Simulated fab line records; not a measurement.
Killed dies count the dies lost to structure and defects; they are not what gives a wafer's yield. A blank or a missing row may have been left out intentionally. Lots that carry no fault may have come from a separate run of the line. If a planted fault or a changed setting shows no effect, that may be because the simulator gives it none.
Which tool did it? ; flow gf180mcu ; 13 lots with 39 wafers sampled at 4 steps, on a route of 602 steps

## WHAT EACH GAUGE READ, for each wafer
GF_VT_IMPLANT_RS_MEAS_46: the measuring method here is four-point-probe.
lot;measured;on;MVSD_RS (ohm/sq)
L765;day 7 21:46;film_metro-03;457.5 457.2 456.9
L766;day 8 05:17;film_metro-02;455.8 457.3 456.7
L768;day 8 16:33;film_metro-02;457.1 456.7 457.1
L775;day 10 17:22;film_metro-01;456.5 457.6 456.4
L776;day 10 22:48;film_metro-01;457.6 457.1 458.5
L778;day 11 11:10;film_metro-01;458.1 456.8 457.9
L779;day 11 20:49;film_metro-01;455.4 455.2 454.9
L780;day 12 01:12;film_metro-02;455.9 457.2 457.1
L781;day 12 09:48;film_metro-01;458.7 457.9 458.4
L783;day 13 00:39;film_metro-02;457.8 458.6 458.1
L784;day 13 06:05;film_metro-02;458.4 459.7 458.5
L786;day 13 18:48;film_metro-03;456.3 456.6 456.9
L787;day 14 04:59;film_metro-03;460.6 459.1 460.4

GF_DUAL_GATE_OVL_MEAS_11.
lot;measured;on;DUAL_GATE_OVL (nm)
L765;day 8 17:05;overlay-02;-1.5 -1.1 -1.5
L766;day 9 01:03;overlay-02;0.8 -0.5 0.1
L768;day 9 13:10;overlay-01;3.5 1.8 2.5
L775;day 11 13:58;overlay-02;2.6 1.6 2.3
L776;day 11 19:13;overlay-01;1.0 1.4 1.6
L778;day 12 08:35;overlay-02;1.0 0.7 -0.8
L779;day 12 18:11;overlay-01;2.2 2.8 2.7
L780;day 13 00:27;overlay-01;1.9 3.4 2.8
L781;day 13 07:34;overlay-01;2.6 1.9 2.0
L783;day 13 23:23;overlay-02;2.2 0.6 2.5
L784;day 14 04:38;overlay-02;1.4 1.3 2.6
L786;day 14 17:47;overlay-01;0.4 1.1 -0.9
L787;day 15 04:08;overlay-01;-0.2 0.6 0.8

GF_HV_LDD_CD_MEAS_31 targets a cd of 400 nm.
lot;measured;on;cd_nm (nm)
L765;day 12 01:01;cd_sem-02;398.7 397.7 398.9
L766;day 12 10:47;cd_sem-01;402.3 399.9 401.8
L768;day 12 22:53;cd_sem-02;398.4 398.6 400.8
L775;day 15 06:27;cd_sem-02;401.4 403.3 402.7
L776;day 15 10:56;cd_sem-02;399.3 399.7 399.3
L778;day 16 03:10;cd_sem-02;403.6 405.4 400.5
L779;day 16 13:14;cd_sem-01;400.7 402.1 398.2
L780;day 16 19:27;cd_sem-02;401.1 400.0 402.6
L781;day 17 05:14;cd_sem-01;400.4 402.4 400.9
L783;day 17 23:06;cd_sem-01;399.8 399.9 400.3
L784;day 18 05:46;cd_sem-01;397.5 395.0 397.4
L786;day 18 21:30;cd_sem-02;399.0 400.4 401.6
L787;day 19 06:47;cd_sem-02;395.3 394.9 395.3

## TOOL THAT RAN EACH LOT (tool first, then ch and the chambers of the sampled wafers, then the start)
lot;GF_DNWELL_STRIP_08
L765;plasma_asher-01 ch 0,1, day 3 01:18
L766;plasma_asher-02 ch 0,1, day 3 06:57
L768;plasma_asher-01 ch 0,1, day 3 18:11
L775;plasma_asher-02 ch 0,1, day 5 06:14
L776;plasma_asher-04 ch 0,1, day 5 10:03
L778;plasma_asher-04 ch 0,1, day 5 19:27
L779;plasma_asher-02 ch 0, day 6 03:00
L780;plasma_asher-01 ch 1, day 6 06:46
L781;plasma_asher-02 ch 0,1, day 6 12:01
L783;plasma_asher-02 ch 0,1, day 7 00:45
L784;plasma_asher-01 ch 0,1, day 7 05:09
L786;plasma_asher-02 ch 0,1, day 7 14:35
L787;plasma_asher-02 ch 0,1, day 7 23:38
- GF_DNWELL_STRIP_08: strips in O2/N2.

## WHAT THE TOOLS THEMSELVES READ (means of the sampled wafers that have a number; where no wafer has one, the mark that the record gives instead)
GF_DNWELL_STRIP_08.
lot;tool;chamber_pressure_mTorr (mTorr);drypump_motor_current_A (A);heater_power_w (W);oes_product_au (a.u.);strip_time_to_endpoint_s (s)
L765;plasma_asher-01;1500.4;6.0;323;0.737;36.03
L766;plasma_asher-02;1501.7;5.6;297;0.737;35.76
L768;plasma_asher-01;1499.4;6.1;325;0.974;-
L775;plasma_asher-02;1500.8;5.5;305;0.735;36.02
L776;plasma_asher-04;1499.7;6.2;397;0.737;35.95
L778;plasma_asher-04;1499.6;6.1;432;0.736;36.00
L779;plasma_asher-02;1500.9;5.7;283;0.738;35.93
L780;plasma_asher-01;1500.0;5.6;324;0.743;35.95
L781;plasma_asher-02;1500.8;5.6;294;0.739;35.98
L783;plasma_asher-02;1500.6;5.5;308;0.736;35.95
L784;plasma_asher-01;1499.5;6.0;316;0.739;35.95
L786;plasma_asher-02;1500.7;5.6;291;0.738;35.93
L787;plasma_asher-02;1499.6;5.5;306;0.733;35.87

## THE ANSWER, worked out from the rows above alone
Rule: the lots themselves supply what counts as usual. The widest of any qualifying gaps counts: lots, ordered by their means at a reading, are off when they make up no more than a third of the lots, leave a main group of 4 or more, and stand apart from it by 3 or more times the standard deviation of that group's means. A main group is skipped when, at the precision printed for the reading in the tables above, its means are all equal. A lot without any number at a reading at which 4 lots or more have one is off too. All remaining lots with rows at the step are treated as sound. First the gauges in route order, then the tools' own readings, where a lot's mean is used as printed above. The first step at which some lot is off is used, and at that step the reading that is off furthest; a lot without a number counts as furthest.
Off at GF_DNWELL_STRIP_08 (strip_time_to_endpoint_s): L768. Without a number there: L768. The main group has a mean of 35.94 s with a standard deviation of 0.069.
A tool fits if, at that step or a process step before it, it ran every lot that is off, and no sound lot after the first of them. No candidate that was tried fits.

## WHAT WAS PUT IN BY THE SIMULATOR
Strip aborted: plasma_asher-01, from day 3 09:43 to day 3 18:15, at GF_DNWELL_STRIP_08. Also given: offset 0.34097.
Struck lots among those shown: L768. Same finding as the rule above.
